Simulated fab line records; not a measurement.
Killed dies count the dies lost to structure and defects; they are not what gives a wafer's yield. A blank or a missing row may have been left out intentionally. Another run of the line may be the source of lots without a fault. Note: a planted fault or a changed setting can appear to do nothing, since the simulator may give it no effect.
2 desks, one fault | flow gf180mcu | each desk holds nothing but its own numbers, with what lay behind them at the end

AT THE METROLOGY DESK
What the gauges read, lot by lot, whatever tool the lot ran on: means of the sampled wafers that have a number. The brackets show how far a lot's mean lies from the usual mean; more than 4 standard deviations puts the lot out of limits, marked OUT.
Columns: A = M4_ALCU_RS at GF_M4_RS_MEAS_05, usual 0.0690 ohm/sq; B = M4_ALCU_THK at GF_M4_THK_MEAS_06, usual 447 nm
lot  | first seen here | A                 | B
L913 | day 22 22:44    | 0.0687            | 446
L914 | day 23 03:52    | 0.0694            | 445
L915 | day 23 16:57    | 0.0691            | 447
L916 | day 24 07:15    | 0.0679            | 452
L917 | day 24 08:20    | 0.0691            | 446
L922 | day 26 00:08    | 0.0634 (-7.1) OUT | 487 (+7.9) OUT
L924 | day 26 15:26    | 0.0637 (-6.8) OUT | 484 (+7.5) OUT
L928 | day 28 00:13    | 0.0690            | 446
L931 | day 28 22:15    | 0.0696            | 446
L934 | day 29 16:45    | 0.0690            | 452
L936 | day 30 11:23    | 0.0686            | 451
This desk's result: L922, L924 out of limits, first on L922 (M4_ALCU_RS at GF_M4_RS_MEAS_05), day 26 00:08. Within limits: L913, L914, L915, L916, L917, L928, L931, L934, L936.

DESK OF THE TOOL OWNER: pvdSputter-03
The tool's own readings at GF_M4_SPUTTER_02 (material AlCu, target thk 450 nm, time 23.9 s): means of the sampled wafers that have a number, for each lot that ran on this tool. The brackets show how far a lot's mean lies from the usual mean; more than 4 standard deviations puts the lot out of limits, marked OUT.
Columns: A = throttleValvePct at GF_M4_SPUTTER_02, usual 30.1 %
lot  | first seen here | A
L913 | day 22 22:37    | 30.8
L915 | day 23 16:52    | 31.2
L917 | day 24 08:13    | 30.5
L922 | day 26 00:00    | 30.1
L924 | day 26 15:20    | 30.3
L936 | day 30 11:18    | 31.0
This desk's verdict: no lot among the 6 shows anything out of limits.

BROUGHT TOGETHER
On L922, L924, the metrology desk was in a position to raise an alarm at day 26 00:08.
Nothing out of limits was seen by the tool owner's desk.
On record at the tool owner's desk: L922, L924, within its limits.
GF_M4_SPUTTER_02 was run on pvdSputter-03 by each of the lots named.

WHAT THE SIMULATOR HAD PUT IN
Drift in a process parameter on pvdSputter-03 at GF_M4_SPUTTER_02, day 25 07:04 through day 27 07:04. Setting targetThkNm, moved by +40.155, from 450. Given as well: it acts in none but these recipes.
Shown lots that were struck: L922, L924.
Per desk, hours elapsed from the start of the fault to the first reading out of limits: for the metrology desk, 17.
